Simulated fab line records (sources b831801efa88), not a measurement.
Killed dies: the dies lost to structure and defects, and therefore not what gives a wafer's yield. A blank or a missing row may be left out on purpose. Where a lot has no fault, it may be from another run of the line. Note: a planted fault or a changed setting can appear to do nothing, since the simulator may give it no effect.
Chamber matching    flow sky130    3 sister chambers for SKY_CAP2M_CVD_00 on pecvd-03
The step deposits SiO2, target thk 15.5 nm. 14 wafers are shown with their chamber, then 6 later ones without.

## WAFERS WITH THEIR CHAMBER
wafer   chamber  heater_power_w (W)  susceptor_temp_C (C)
L452.4  2        617                 400.05
L452.5  0        661                 399.68
L452.6  1        886                 399.84
L455.2  0        618                 399.68
L455.3  1        805                 399.99
L455.4  1        814                 400.07
L461.1  1        926                 400.44
L461.2  2        635                 399.80
L461.4  1        920                 399.97
L463.1  1        849                 400.15
L463.3  2        638                 400.10
L463.4  1        861                 399.93
L465.3  0        667                 400.28
L465.4  0        640                 400.25

SIGNATURES (means of the wafers above)
reading           chamber 0  chamber 1  chamber 2  scatter within a chamber
heater_power_w    646.50     865.86     630.00     37.4
susceptor_temp_C  399.9725   400.0557   399.9833   0.238
Rule: a wafer's distance from a chamber is the root of the sum, over the readings, of the square of ((its reading less the chamber's mean) divided by the reading's scatter). If the next closest chamber is less than 2 further off than the closest, the wafer can't be placed; otherwise it belongs to the closest. The scatter: take each reading less its chamber's mean, square it, sum over the shown wafers, divide by the number of wafers less the number of chambers, and take the root.

## WAFERS WHOSE CHAMBER IS MISSING
wafer   heater_power_w (W)  susceptor_temp_C (C)
L465.5  613                 400.13
L468.3  709                 400.23
L468.4  702                 400.21
L470.1  850                 399.86
L470.3  670                 399.80
L470.4  842                 400.06

## CHAMBER TAKEN BY EACH
wafer   from the rows above      in truth
L465.5  can't be placed: 2 or 0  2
L468.3  can't be placed: 0 or 2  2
L468.4  can't be placed: 0 or 2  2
L470.1  1                        1
L470.3  can't be placed: 0 or 2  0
L470.4  1                        1
2 of 6 placed correctly. Not placeable from these rows: 4 (in 4, the candidates include the true chamber). Number placed wrongly: 0.
